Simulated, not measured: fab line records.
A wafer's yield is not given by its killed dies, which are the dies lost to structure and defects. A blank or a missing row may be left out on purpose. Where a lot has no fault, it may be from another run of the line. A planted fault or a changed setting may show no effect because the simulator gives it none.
2 desks looking at one fault / flow gf180mcu / every desk sees just its own numbers, and what lay behind them comes last

TOOL OWNER'S DESK, litho_track-01
At GF_DUAL_GATE_SOFTBAKE_07 (time 60 s), the tool's own readings, given per lot that ran on this tool as the mean of the sampled wafers with a number. The brackets show how far a lot's mean lies from the usual mean; more than 4 standard deviations puts the lot out of limits, marked OUT.
Columns: A = resist_line_temp_C at GF_DUAL_GATE_SOFTBAKE_07, usual 22.99 C; B = run_length_s at GF_DUAL_GATE_SOFTBAKE_07, usual 89.16 s
lot=L664; first seen here=day 7 21:29; A=23.05; B=89.25
lot=L667; first seen here=day 8 17:17; A=23.09; B=89.08
lot=L672; first seen here=day 10 03:39; A=22.94; B=89.25
lot=L678; first seen here=day 11 23:54; A=23.00; B=120.29 (+99 or more) OUT
lot=L679; first seen here=day 12 13:30; A=22.94; B=120.14 (+99 or more) OUT
This desk's verdict: out of limits on L678, L679, starting with L678 at day 11 23:54 (run_length_s at GF_DUAL_GATE_SOFTBAKE_07). Within limits: L664, L667, L672.

METROLOGY DESK
What the gauges read for every lot (on any tool): the sampled wafers with a number, averaged. The brackets show how far a lot's mean lies from the usual mean; more than 4 standard deviations puts the lot out of limits, marked OUT.
Columns: A = cd_nm at GF_PSD_CD_MEAS_07, usual 400.7 nm; B = CONTACT_OVL at GF_CONTACT_OVL_MEAS_15, usual 2 nm
lot=L664; first seen here=day 14 00:13; A=401.1; B=12
lot=L665; first seen here=day 14 06:40; A=403.7; B=4
lot=L666; first seen here=day 14 18:37; A=399.0; B=-0
lot=L667; first seen here=day 14 23:50; A=398.9; B=-1
lot=L670; first seen here=day 16 05:58; A=402.8; B=0
lot=L672; first seen here=day 16 19:42; A=399.3; B=4
lot=L678; first seen here=day 19 05:48; A=400.3; B=0
lot=L679; first seen here=day 19 23:48; A=398.6; B=3
lot=L683; first seen here=day 20 21:18; A=397.7; B=-2
lot=L684; first seen here=day 21 09:03; A=404.1; B=4
lot=L685; first seen here=day 21 10:42; A=398.5; B=-4
lot=L687; first seen here=day 22 03:12; A=401.7; B=-2
Finding of this desk: none of the 12 lots has anything out of limits.

TAKEN TOGETHER
On L678, L679, at day 11 23:54, an alarm was possible from the tool owner's desk.
From the metrology desk's view, nothing was out of limits.
The metrology desk has L678, L679 on record, within its limits.
GF_DUAL_GATE_SOFTBAKE_07 was run on litho_track-01 by each of the lots named.

WHAT HAD BEEN PUT IN BY THE SIMULATOR
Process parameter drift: litho_track-01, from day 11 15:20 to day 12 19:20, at GF_DUAL_GATE_SOFTBAKE_07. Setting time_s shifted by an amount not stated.
Shown lots that were struck: L678, L679.
How many hours passed from the start of the fault until each desk's first out-of-limits reading: the tool owner's desk, 9.
